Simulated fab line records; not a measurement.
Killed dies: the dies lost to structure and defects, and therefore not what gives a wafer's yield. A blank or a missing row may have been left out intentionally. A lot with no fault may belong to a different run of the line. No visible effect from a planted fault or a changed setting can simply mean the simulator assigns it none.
Comparing a struck lot with a sound one / flow sky130 / 17 steps out of a route of 708
Sound: the wafers L830.2, L830.4, L830.5. Struck: wafers L822.1, L822.2, L822.4. The cause comes at the end.
For every step that has rows: the tool of each side, followed by ch and its chambers, followed by its first start. Under that, the readings that differ: sound wafers / struck wafers / difference of the means / sigmas: that difference in standard deviations of wafers without a fault.
alike: readings whose means differ by less than 2 such deviations, and words and numbers that are the same on both sides. not compared: withheld readings, readings that some wafer has no value for, bounds like >300 that may hide the same value, and numbers for which the record gives no deviation and whose values overlap.
The two part at a step that has a row with sigmas, a row that says differs or no value, or rows on one side only. Numbers that don't overlap but have no deviation are shown without sigmas and don't part them. A reading that every wafer of one side lacks parts them only if that side has two wafers or more.

SKY_LDD_P_OVL_MEAS_08:
  sound on overlay-02 at day 26 11:32; struck on overlay-01 at day 23 15:47
  alike: LDD_P_OVL
following that, these wafers have no rows for 1 step: SKY_LDD_P_IMPLANT_09.
SKY_LDD_P_STRIP_10: strips in O2/N2.
  sound on plasma-asher-01 ch 1, day 26 11:43; struck on plasma-asher-04 ch 0,1, day 23 15:59
  alike: drypump-motor-current-A, oes-product-au, strip-time-to-endpoint-s
  not compared: rf-hours-counter-h
SKY_LDD_P_TW_MEAS_11:
  sound on film-metro-02 at day 26 11:49; struck on film-metro-01 at day 23 16:05
reading=LDD_P_TW; sound=620 627 623; struck=631 632 633; difference=+9; sigmas=+2
then, 7 steps without rows for these wafers: SKY_LDD_HVN_DEHYDRATE_00 (time 60 s); SKY_LDD_HVN_HMDS_01 (prime time 60 s); SKY_LDD_HVN_COAT_02 (resist thk 300 nm); SKY_LDD_HVN_SOFTBAKE_03 (time 60 s); SKY_LDD_HVN_EXPOSE_04 (exposes mask HVNTM, target cd 700 nm); SKY_LDD_HVN_PEB_05; SKY_LDD_HVN_DEVELOP_06 (develop time 60 s).
SKY_LDD_HVN_OVL_MEAS_07:
  sound on overlay-02 at day 27 16:11; struck on overlay-01 at day 24 21:37
  alike: LDD_HVN_OVL
SKY_LDD_HVN_IMPLANT_08:
  sound on implanter-02 ch 0, day 27 16:14; struck on implanter-02 ch 0, day 24 21:58
SKY_LDD_HVN_STRIP_09: strips in O2/N2.
  sound on plasma-asher-03 ch 0,1, day 27 16:22; struck on plasma-asher-03 ch 0,1, day 24 22:07
  alike: drypump-motor-current-A, oes-product-au, strip-time-to-endpoint-s
  not compared: rf-hours-counter-h
SKY_LDD_HVN_TW_MEAS_10:
  sound on film-metro-02 at day 27 16:28; struck on film-metro-03 at day 24 22:16
reading=LDD_HVN_TW; sound=1410 1412 1413; struck=1813 1816 1822; difference=+405; sigmas=+21
then, 1 step without rows for these wafers: SKY_LDD_HVP_DEHYDRATE_00 (time 60 s).
-- here the record skips 24 days between the struck wafers' starts before and after, leaving off in module LDD_HVP and picking up in module PAD_OPEN (first step shown: number 708 of the route) --
SKY_PAD_OPEN_PROBE_99:
  sound on prober-01 at day 50 11:21; struck on prober-01 at day 48 18:28
reading=killed-at-contacts; sound=29 30 26; struck=21 18 7; difference=-13; sigmas=-2
reading=model.etest.tip_n_5v.rs-ohm-sq; sound=1385 1371 1385; struck=848.8 851.5 851.9; difference=-529.6; sigmas=
reading=model.etest.nfet-g5v0d10v5.r-on-ohm-um; sound=1924 1906 1877; struck=1693 1703 1716; difference=-198; sigmas=
reading=model.etest.nfet-g5v0d10v5.drive-ua-um; sound=593.6 596.9 608.9; struck=666.7 667 656.2; difference=+63.5; sigmas=
reading=model.etest.nfet_05v0_nvt.drive-ua-um; sound=562.8 568.8 575.2; struck=608.5 612.7 601.4; difference=+38.6; sigmas=
reading=model.etest.res-ndiff-hv.rs-ohm-sq; sound=116.8 115.5 116.3; struck=109.7 110.5 110; difference=-6.1; sigmas=
reading=model.etest.ring_5v.delay-ps; sound=45.71 45.29 44.56; struck=42.99 42.82 43.83; difference=-1.97; sigmas=
reading=model.etest.nfet-g5v0d10v5.vt-sat-v (V); sound=0.7594 0.7799 0.7622; struck=0.6639 0.668 0.6801; difference=-0.0965; sigmas=
  alike: killed_at_M0_to_M3, killed_at_M4_up, killed-at-front-end, killed-at-other, killed-dies, killed-open, killed-short
  not compared: model.etest.nfet_05v0_nvt.off-log10-a-um

## WHERE THEY PART
First at SKY_LDD_P_TW_MEAS_11; last, within this record, at SKY_PAD_OPEN_PROBE_99.

WHY: the cause the simulator had injected
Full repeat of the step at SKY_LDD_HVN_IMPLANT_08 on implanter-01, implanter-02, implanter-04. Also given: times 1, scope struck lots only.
